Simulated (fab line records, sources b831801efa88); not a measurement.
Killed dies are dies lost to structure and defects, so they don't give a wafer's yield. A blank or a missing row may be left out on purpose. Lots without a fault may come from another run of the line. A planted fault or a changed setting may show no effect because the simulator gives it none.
Which tool did it? | flow sky130 | 24 lots, 72 wafers sampled, at 6 steps of a route of 708

WHAT THE GAUGES READ, wafer by wafer
SKY_CAPM_THK_MEAS_01. Usual: CAPM_CVD_00_THK 15.43 nm, standard deviation 0.24.
lot  | measured     | on            | CAPM_CVD_00_THK (nm) | flag
L074 | day 36 15:23 | film_metro-01 | 15.14 15.02 15.46    |
L075 | day 36 20:15 | film_metro-03 | 15.12 15.33 15.39    |
L076 | day 37 04:40 | film_metro-01 | 15.51 15.48 15.45    |
L078 | day 37 13:32 | film_metro-01 | 15.45 15.81 15.63    |
L077 | day 37 18:22 | film_metro-03 | 15.39 15.74 15.49    |
L079 | day 38 10:07 | film_metro-03 | 15.46 15.67 15.54    |
L080 | day 38 10:46 | film_metro-04 | 14.96 15.02 15.27    |
L081 | day 38 22:32 | film_metro-03 | 15.27 15.50 15.75    |
L082 | day 38 23:08 | film_metro-03 | 15.46 15.37 15.56    |
L083 | day 39 05:24 | film_metro-01 | 15.23 15.23 15.61    |
L084 | day 39 22:53 | film_metro-01 | 15.25 15.32 15.45    |
L085 | day 40 00:26 | film_metro-04 | 15.63 15.44 15.86    |
L086 | day 40 08:58 | film_metro-04 | 15.24 15.53 15.47    |
L087 | day 40 12:53 | film_metro-03 | 15.47 14.94 15.01    |
L088 | day 40 23:46 | film_metro-01 | 15.13 15.54 15.62    |
L089 | day 41 08:31 | film_metro-03 | 15.21 15.73 15.74    |
L091 | day 41 17:55 | film_metro-03 | 14.91 15.20 15.17    |
L090 | day 41 18:08 | film_metro-03 | 15.43 15.61 15.57    |
L092 | day 42 05:52 | film_metro-04 | 15.36 15.34 15.58    |
L093 | day 42 14:14 | film_metro-01 | 14.82 15.35 15.78    |
L094 | day 42 22:47 | film_metro-03 | 15.42 15.51 15.26    |
L097 | day 43 11:09 | film_metro-01 | 15.47 15.71 15.60    |
L095 | day 43 11:46 | film_metro-03 | 15.31 15.38 15.54    |
L096 | day 43 14:05 | film_metro-04 | 15.16 14.80 15.14    |

SKY_METAL5_THK_MEAS_06: measures by xrf. Usual: METAL5_ALCU_THK 1155 nm, standard deviation 15.
lot  | measured     | on            | METAL5_ALCU_THK (nm) | flag
L074 | day 43 02:25 | film_metro-04 | 1167 1163 1180       |
L075 | day 43 12:27 | film_metro-03 | 1147 1145 1173       |
L076 | day 43 14:51 | film_metro-04 | 1164 1136 1193       |
L078 | day 43 21:23 | film_metro-04 | 1146 1157 1153       |
L077 | day 44 03:26 | film_metro-03 | 1167 1183 1182       |
L079 | day 44 17:05 | film_metro-04 | 1177 1174 1171       |
L080 | day 44 18:13 | film_metro-03 | 1167 1173 1158       |
L081 | day 45 03:14 | film_metro-01 | 1123 1147 1153       |
L082 | day 45 05:32 | film_metro-03 | 1161 1162 1157       |
L083 | day 45 08:33 | film_metro-04 | 1141 1135 1158       |
L084 | day 45 22:05 | film_metro-03 | 1158 1141 1148       |
L085 | day 46 00:01 | film_metro-01 | 1161 1148 1180       |
L086 | day 46 11:07 | film_metro-01 | 1170 1134 1159       |
L087 | day 46 14:07 | film_metro-04 | 1146 1161 1140       |
L088 | day 46 19:49 | film_metro-01 | 1156 1140 1154       |
L089 | day 47 06:16 | film_metro-03 | 1150 1144 1134       |
L091 | day 47 14:05 | film_metro-03 | 1141 1137 1139       |
L090 | day 47 15:08 | film_metro-04 | 1139 1149 1156       |
L092 | day 48 01:08 | film_metro-03 | 1150 1154 1145       |
L093 | day 48 06:49 | film_metro-04 | 1156 1179 1146       |
L094 | day 48 13:17 | film_metro-04 | 1172 1179 1158       |
L097 | day 48 23:12 | film_metro-04 | 1176 1146 1146       |
L095 | day 48 22:15 | film_metro-01 | 1175 1179 1179       |
L096 | day 49 02:40 | film_metro-04 | 1166 1160 1152       |

WHICH TOOL RAN EACH LOT (tool, then ch and the chambers of the sampled wafers, then the start)
lot  | SKY_VIA2_CMP_24               | SKY_METAL3_STRIP_19                  | SKY_METAL4_SPUTTER_01        | SKY_METAL4_SPUTTER_03
L074 | cmp-02 ch 0,1, day 36 14:55   | plasma_asher-02 ch 0,1, day 38 20:56 | pvd_sputter-02, day 40 00:01 | pvd_sputter-02, day 40 00:05
L075 | cmp-02 ch 2,3, day 36 19:46   | plasma_asher-03 ch 0,1, day 39 01:24 | pvd_sputter-01, day 40 06:01 | pvd_sputter-01, day 40 06:05
L076 | cmp-01 ch 0,1,3, day 37 04:11 | plasma_asher-03 ch 0,1, day 39 09:34 | pvd_sputter-01, day 40 12:25 | pvd_sputter-01, day 40 12:29
L078 | cmp-02 ch 0,1,3, day 37 13:08 | plasma_asher-03 ch 0, day 39 18:23   | pvd_sputter-02, day 40 21:41 | pvd_sputter-02, day 40 21:46
L077 | cmp-02 ch 0,1,3, day 37 17:59 | plasma_asher-01 ch 0,1, day 39 22:45 | pvd_sputter-04, day 41 01:36 | pvd_sputter-04, day 41 01:40
L079 | cmp-01 ch 0,1, day 38 09:39   | plasma_asher-02 ch 0,1, day 40 12:47 | pvd_sputter-02, day 41 15:57 | pvd_sputter-02, day 41 16:01
L080 | cmp-01 ch 0,1,3, day 38 10:23 | plasma_asher-01 ch 0,1, day 40 13:47 | pvd_sputter-02, day 41 16:51 | pvd_sputter-02, day 41 16:55
L081 | cmp-01 ch 0,2, day 38 22:04   | plasma_asher-03 ch 0,1, day 41 00:50 | pvd_sputter-02, day 42 03:32 | pvd_sputter-02, day 42 03:37
L082 | cmp-01 ch 0,1,2, day 38 22:44 | plasma_asher-01 ch 0,1, day 41 01:13 | pvd_sputter-02, day 42 04:23 | pvd_sputter-02, day 42 04:26
L083 | cmp-01 ch 0,1,2, day 39 05:02 | plasma_asher-02 ch 0,1, day 41 08:23 | pvd_sputter-02, day 42 10:36 | pvd_sputter-02, day 42 10:40
L084 | cmp-01 ch 1,2,3, day 39 22:31 | plasma_asher-02 ch 0,1, day 41 23:26 | pvd_sputter-01, day 43 01:16 | pvd_sputter-01, day 43 01:20
L085 | cmp-01 ch 0,2, day 40 00:00   | plasma_asher-03 ch 0,1, day 42 01:34 | pvd_sputter-01, day 43 03:59 | pvd_sputter-01, day 43 04:02
L086 | cmp-02 ch 0,2,3, day 40 08:29 | plasma_asher-03 ch 0,1, day 42 10:02 | pvd_sputter-04, day 43 13:38 | pvd_sputter-04, day 43 13:42
L087 | cmp-01 ch 1,2,3, day 40 12:24 | plasma_asher-01 ch 0,1, day 42 13:14 | pvd_sputter-02, day 43 15:07 | pvd_sputter-02, day 43 15:11
L088 | cmp-01 ch 0,2,3, day 40 23:17 | plasma_asher-01 ch 0,1, day 43 00:11 | pvd_sputter-02, day 44 00:44 | pvd_sputter-02, day 44 00:48
L089 | cmp-02 ch 1,3, day 41 08:04   | plasma_asher-02 ch 0,1, day 43 08:46 | pvd_sputter-01, day 44 12:16 | pvd_sputter-01, day 44 12:20
L091 | cmp-01 ch 2,3, day 41 17:26   | plasma_asher-01 ch 0,1, day 43 18:29 | pvd_sputter-02, day 44 19:15 | pvd_sputter-02, day 44 19:19
L090 | cmp-02 ch 0,1,3, day 41 17:38 | plasma_asher-02 ch 0,1, day 43 18:47 | pvd_sputter-01, day 44 19:46 | pvd_sputter-01, day 44 19:49
L092 | cmp-01 ch 0,2, day 42 05:23   | plasma_asher-01 ch 0,1, day 44 05:32 | pvd_sputter-01, day 45 06:58 | pvd_sputter-01, day 45 07:02
L093 | cmp-01 ch 0,1,2, day 42 13:45 | plasma_asher-03 ch 0,1, day 44 13:02 | pvd_sputter-02, day 45 13:49 | pvd_sputter-02, day 45 13:53
L094 | cmp-01 ch 0,2,3, day 42 22:24 | plasma_asher-02 ch 0,1, day 44 19:29 | pvd_sputter-04, day 45 20:22 | pvd_sputter-04, day 45 20:26
L097 | cmp-02 ch 1,3, day 43 10:43   | plasma_asher-03 ch 0,1, day 45 06:50 | pvd_sputter-01, day 46 07:25 | pvd_sputter-01, day 46 07:29
L095 | cmp-02 ch 0,2,3, day 43 11:19 | plasma_asher-03 ch 0,1, day 45 07:59 | pvd_sputter-01, day 46 08:17 | pvd_sputter-01, day 46 08:20
L096 | cmp-01 ch 1,2,3, day 43 13:37 | plasma_asher-01 ch 0,1, day 45 12:01 | pvd_sputter-04, day 46 11:52 | pvd_sputter-04, day 46 11:56
- SKY_VIA2_CMP_24: polishes, stops on SiO2, t overpolish 20 s, target thk 0 nm.
- SKY_METAL3_STRIP_19: strips in O2/N2.
- SKY_METAL4_SPUTTER_01: material TiN, target thk 20 nm, time 16.7 s.
- SKY_METAL4_SPUTTER_03: material Ti, target thk 5 nm, time 3.3 s.

WHAT THE TOOLS THEMSELVES READ (means of the sampled wafers that have a number; where no wafer has one, the mark that the record gives instead)
SKY_VIA2_CMP_24. Usual: motor_current_A 11.0 A, standard deviation 0.65; overpolish_run_s 19.999 s, standard deviation 0.009; time_to_endpoint_s 102 s, standard deviation 3.5.
lot  | tool   | motor_current_A (A) | overpolish_run_s (s) | time_to_endpoint_s (s) | flag
L074 | cmp-02 | 10.8                | 19.993               | 99                     |
L075 | cmp-02 | 10.8                | 19.997               | 99                     |
L076 | cmp-01 | 10.8                | 20.002               | 103                    |
L078 | cmp-02 | 10.8                | 20.001               | 103                    |
L077 | cmp-02 | 10.5                | 20.005               | 102                    |
L079 | cmp-01 | 10.5                | 19.999               | 106                    |
L080 | cmp-01 | 10.8                | 19.996               | 104                    |
L081 | cmp-01 | 11.4                | 20.002               | 105                    |
L082 | cmp-01 | 10.8                | 19.996               | 104                    |
L083 | cmp-01 | 11.0                | 20.000               | 105                    |
L084 | cmp-01 | 10.8                | 19.996               | 98                     |
L085 | cmp-01 | 11.9                | 19.985               | 103                    |
L086 | cmp-02 | 10.9                | 20.004               | 98                     |
L087 | cmp-01 | 10.8                | 19.993               | 100                    |
L088 | cmp-01 | 11.4                | 19.993               | 101                    |
L089 | cmp-02 | 11.0                | 19.998               | 99                     |
L091 | cmp-01 | 11.1                | 20.004               | 102                    |
L090 | cmp-02 | 10.3                | 19.996               | 99                     |
L092 | cmp-01 | 11.9                | 19.987               | 102                    |
L093 | cmp-01 | 10.8                | 19.997               | 103                    |
L094 | cmp-01 | 11.3                | 19.995               | 102                    |
L097 | cmp-02 | 11.0                | 20.002               | 101                    |
L095 | cmp-02 | 11.0                | 19.994               | 104                    |
L096 | cmp-01 | 10.7                | 20.008               | 102                    |

SKY_METAL3_STRIP_19. Usual: drypump_motor_current_A 5.6 A, standard deviation 0.44; oes_product_au 0.503 a.u., standard deviation 0.0054; strip_time_to_endpoint_s 6.54 s, standard deviation 0.081.
lot  | tool            | drypump_motor_current_A (A) | oes_product_au (a.u.) | strip_time_to_endpoint_s (s) | flag
L074 | plasma_asher-02 | 5.8                         | 0.500                 | 6.52                         |
L075 | plasma_asher-03 | 5.3                         | 0.502                 | 6.45                         |
L076 | plasma_asher-03 | 5.3                         | 0.505                 | 6.67                         |
L078 | plasma_asher-03 | 5.3                         | 0.502                 | 6.58                         |
L077 | plasma_asher-01 | 6.0                         | 0.505                 | 6.62                         |
L079 | plasma_asher-02 | 5.3                         | 0.508                 | 6.60                         |
L080 | plasma_asher-01 | 6.0                         | 0.506                 | 6.59                         |
L081 | plasma_asher-03 | 5.2                         | 0.506                 | 6.60                         |
L082 | plasma_asher-01 | 6.0                         | 0.499                 | 6.43                         |
L083 | plasma_asher-02 | 5.7                         | 0.507                 | 6.63                         |
L084 | plasma_asher-02 | 5.3                         | 0.494                 | 6.41                         |
L085 | plasma_asher-03 | 5.3                         | 0.502                 | 6.46                         |
L086 | plasma_asher-03 | 5.3                         | 0.507                 | 6.58                         |
L087 | plasma_asher-01 | 5.8                         | 0.498                 | 6.48                         |
L088 | plasma_asher-01 | 5.8                         | 0.500                 | 6.47                         |
L089 | plasma_asher-02 | 5.7                         | 0.506                 | 6.68                         |
L091 | plasma_asher-01 | 6.0                         | 0.497                 | 6.44                         |
L090 | plasma_asher-02 | 5.8                         | 0.506                 | 6.55                         |
L092 | plasma_asher-01 | 6.0                         | 0.503                 | 6.53                         |
L093 | plasma_asher-03 | 5.2                         | 0.502                 | 6.54                         |
L094 | plasma_asher-02 | 5.3                         | 0.501                 | 6.54                         |
L097 | plasma_asher-03 | 5.3                         | 0.507                 | 6.53                         |
L095 | plasma_asher-03 | 5.3                         | 0.505                 | 6.47                         |
L096 | plasma_asher-01 | 5.8                         | 0.505                 | 6.60                         |

SKY_METAL4_SPUTTER_01. Usual: throttle_valve_pct 29.8 %, standard deviation 1.3.
lot  | tool           | throttle_valve_pct (%) | flag
L074 | pvd_sputter-02 | 30.4                   |
L075 | pvd_sputter-01 | 30.4                   |
L076 | pvd_sputter-01 | 30.4                   |
L078 | pvd_sputter-02 | 30.5                   |
L077 | pvd_sputter-04 | 28.9                   |
L079 | pvd_sputter-02 | 29.5                   |
L080 | pvd_sputter-02 | 29.9                   |
L081 | pvd_sputter-02 | 30.1                   |
L082 | pvd_sputter-02 | 29.6                   |
L083 | pvd_sputter-02 | 29.0                   |
L084 | pvd_sputter-01 | 30.3                   |
L085 | pvd_sputter-01 | 30.8                   |
L086 | pvd_sputter-04 | 29.1                   |
L087 | pvd_sputter-02 | 30.0                   |
L088 | pvd_sputter-02 | 30.7                   |
L089 | pvd_sputter-01 | 30.9                   |
L091 | pvd_sputter-02 | 28.4                   |
L090 | pvd_sputter-01 | 30.8                   |
L092 | pvd_sputter-01 | 29.3                   |
L093 | pvd_sputter-02 | 28.8                   |
L094 | pvd_sputter-04 | 30.2                   |
L097 | pvd_sputter-01 | 30.9                   |
L095 | pvd_sputter-01 | 29.6                   |
L096 | pvd_sputter-04 | 30.1                   |

SKY_METAL4_SPUTTER_03. Usual: throttle_valve_pct 29.8 %, standard deviation 1.3.
lot  | tool           | throttle_valve_pct (%) | flag
L074 | pvd_sputter-02 | 30.6                   |
L075 | pvd_sputter-01 | 30.2                   |
L076 | pvd_sputter-01 | 30.2                   |
L078 | pvd_sputter-02 | 30.6                   |
L077 | pvd_sputter-04 | 28.8                   |
L079 | pvd_sputter-02 | 29.4                   |
L080 | pvd_sputter-02 | 30.1                   |
L081 | pvd_sputter-02 | 30.1                   |
L082 | pvd_sputter-02 | 29.4                   |
L083 | pvd_sputter-02 | 29.1                   |
L084 | pvd_sputter-01 | 30.2                   |
L085 | pvd_sputter-01 | 30.7                   |
L086 | pvd_sputter-04 | 29.0                   |
L087 | pvd_sputter-02 | 30.1                   |
L088 | pvd_sputter-02 | 30.6                   |
L089 | pvd_sputter-01 | 30.9                   |
L091 | pvd_sputter-02 | 28.1                   |
L090 | pvd_sputter-01 | 30.8                   |
L092 | pvd_sputter-01 | 29.4                   |
L093 | pvd_sputter-02 | 28.6                   |
L094 | pvd_sputter-04 | 30.6                   |
L097 | pvd_sputter-01 | 30.8                   |
L095 | pvd_sputter-01 | 29.7                   |
L096 | pvd_sputter-04 | 29.9                   |

THE ANSWER, worked out from the rows above alone
Rule: a lot is off if the mean of its wafers that have a number lies more than 3 standard deviations from the usual mean. A lot without any number at a reading at which 4 lots or more have one is off too. The other lots that the step has rows for count as sound. The gauges are gone through in route order, then the tools' own readings, and for those a lot's mean is taken as printed above. The first step at which some lot is off is used, and at that step the reading that is off furthest; a lot without a number counts as furthest.
No lot is off at any reading shown: from this, nothing can be told.

WHAT THE SIMULATOR HAD PUT IN
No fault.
